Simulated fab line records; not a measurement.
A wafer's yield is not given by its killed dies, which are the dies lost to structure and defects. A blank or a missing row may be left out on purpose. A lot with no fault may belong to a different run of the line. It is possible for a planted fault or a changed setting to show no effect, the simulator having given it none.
Matching of chambers :: flow sky130 :: SKY_FIELD_ISO_CMP_27 on cmp-02: 4 sister chambers
The step polishes, stops on Si3N4, t overpolish 16 s, target thk 457.8 nm. 4 wafers are shown with their chamber, then 12 later ones without.

== WAFERS, EACH WITH ITS CHAMBER ==
wafer: L088.5
chamber: 2
motor current A (A): 11.3

wafer: L091.5
chamber: 1
motor current A (A): 12.8

wafer: L092.4
chamber: 0
motor current A (A): 15.1

wafer: L092.5
chamber: 3
motor current A (A): 11.9

== WAFERS MISSING THEIR CHAMBER ==
wafer: L093.1
motor current A (A): 14.9

wafer: L093.2
motor current A (A): 10.8

wafer: L093.5
motor current A (A): 15.1

wafer: L095.1
motor current A (A): 10.8

wafer: L095.3
motor current A (A): 15.0

wafer: L095.4
motor current A (A): 12.5

wafer: L096.1
motor current A (A): 15.3

wafer: L096.2
motor current A (A): 10.5

wafer: L096.5
motor current A (A): 10.6

wafer: L097.2
motor current A (A): 11.7

wafer: L097.4
motor current A (A): 12.2

wafer: L097.6
motor current A (A): 11.9

== WHICH CHAMBER EACH WENT THROUGH ==
wafer: L093.1
from the rows above: 0
in truth: 0

wafer: L093.2
from the rows above: can't be placed: 2 or 3
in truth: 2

wafer: L093.5
from the rows above: 0
in truth: 0

wafer: L095.1
from the rows above: can't be placed: 2 or 3
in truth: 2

wafer: L095.3
from the rows above: 0
in truth: 0

wafer: L095.4
from the rows above: can't be placed: 1 or 3
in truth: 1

wafer: L096.1
from the rows above: 0
in truth: 0

wafer: L096.2
from the rows above: can't be placed: 2 or 3
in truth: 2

wafer: L096.5
from the rows above: can't be placed: 2 or 3
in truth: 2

wafer: L097.2
from the rows above: can't be placed: 3 or 2
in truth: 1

wafer: L097.4
from the rows above: can't be placed: 3 or 1 or 2
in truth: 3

wafer: L097.6
from the rows above: can't be placed: 3 or 2
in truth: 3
Correctly placed: 4 of 12. Cannot be placed on the basis of these rows: 8; the candidates contain the true chamber in 7. Placed wrongly: 0.
How it was worked out, from the rows above alone: a wafer's distance from a chamber is the root of the sum, over the readings, of the square of ((its reading less the chamber's mean) divided by the reading's scatter). If the next closest chamber is less than 2 further off than the closest, the wafer can't be placed; otherwise it belongs to the closest. For every chamber, the mean is computed from those of its wafers that are shown. The scatter: root of mean squared gap, hidden wafer to nearest shown wafer, with one shown wafer a chamber.
